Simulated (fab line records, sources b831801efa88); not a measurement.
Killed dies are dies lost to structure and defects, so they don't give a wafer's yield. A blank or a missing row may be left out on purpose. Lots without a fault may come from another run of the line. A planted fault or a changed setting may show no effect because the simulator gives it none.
Which tool did it? | flow sky130 | 11 lots, 33 wafers sampled, at 2 steps of a route of 708

WHAT THE GAUGES READ, wafer by wafer
SKY_POLY_GATE_THK_MEAS_01.
lot  | measured     | on            | POLY_GATE_CVD_00_THK (nm)
L297 | day 13 14:16 | film_metro-01 | 179.7 179.9 181.4
L298 | day 13 21:38 | film_metro-01 | 179.7 177.6 178.1
L299 | day 14 10:22 | film_metro-01 | 176.9 179.2 178.6
L305 | day 16 16:58 | film_metro-02 | 176.9 176.7 176.0
L306 | day 18 05:35 | film_metro-03 | 139.6 140.4 140.9
L309 | day 18 12:31 | film_metro-02 | 178.8 180.1 177.9
L311 | day 19 00:37 | film_metro-02 | 178.9 179.5 178.2
L312 | day 19 11:09 | film_metro-01 | 180.1 179.4 180.5
L318 | day 21 16:13 | film_metro-03 | 178.9 180.4 179.4
L319 | day 21 17:25 | film_metro-02 | 179.1 178.3 179.8
L320 | day 21 20:31 | film_metro-03 | 180.4 177.0 179.4

WHICH TOOL RAN EACH LOT (tool, then ch and the chambers of the sampled wafers, then the start)
lot  | SKY_POLY_GATE_CVD_00
L297 | lpcvd-01 ch 1, day 13 13:02
L298 | lpcvd-01 ch 1, day 13 20:25
L299 | lpcvd-01 ch 0, day 14 08:32
L305 | lpcvd-01 ch 1, day 16 15:45
L306 | lpcvd-01 ch 0, day 18 04:22
L309 | lpcvd-01 ch 1, day 18 11:19
L311 | lpcvd-01 ch 1, day 18 23:24
L312 | lpcvd-01 ch 1, day 19 09:57
L318 | lpcvd-01 ch 0, day 21 15:01
L319 | lpcvd-01 ch 0, day 21 16:13
L320 | lpcvd-01 ch 1, day 21 19:15
- SKY_POLY_GATE_CVD_00: deposits poly-Si, target thk 180 nm, time 720 s.

WHAT THE TOOLS THEMSELVES READ (means of the sampled wafers that have a number; where no wafer has one, the mark that the record gives instead)
The record holds no such reading with a usual standard deviation.

THE ANSWER, worked out from the rows above alone
Rule: what is usual is taken from the lots themselves. Put in order of their means at a reading, lots are off if they are a third of the lots or fewer, leave a main group of 4 or more, and stand apart from it by a gap of 3 or more times the standard deviation of the main group's means; of several such gaps the widest counts. A main group whose means are all the same, to the digits that the tables above print for the reading, isn't used. A lot without any number at a reading at which 4 lots or more have one is off too. The other lots that the step has rows for count as sound. The gauges are gone through in route order, then the tools' own readings, and for those a lot's mean is taken as printed above. The first step at which some lot is off is used, and at that step the reading that is off furthest; a lot without a number counts as furthest.
Off: L306, at SKY_POLY_GATE_THK_MEAS_01 (POLY_GATE_CVD_00_THK). The main group: mean 178.9 nm, standard deviation 1.
A tool fits if, at a process step before that reading, it ran every lot that is off, and no sound lot after the first of them. The gauges at SKY_POLY_GATE_THK_MEAS_01 are tried like those tools. None of those tried fits.

WHAT THE SIMULATOR HAD PUT IN
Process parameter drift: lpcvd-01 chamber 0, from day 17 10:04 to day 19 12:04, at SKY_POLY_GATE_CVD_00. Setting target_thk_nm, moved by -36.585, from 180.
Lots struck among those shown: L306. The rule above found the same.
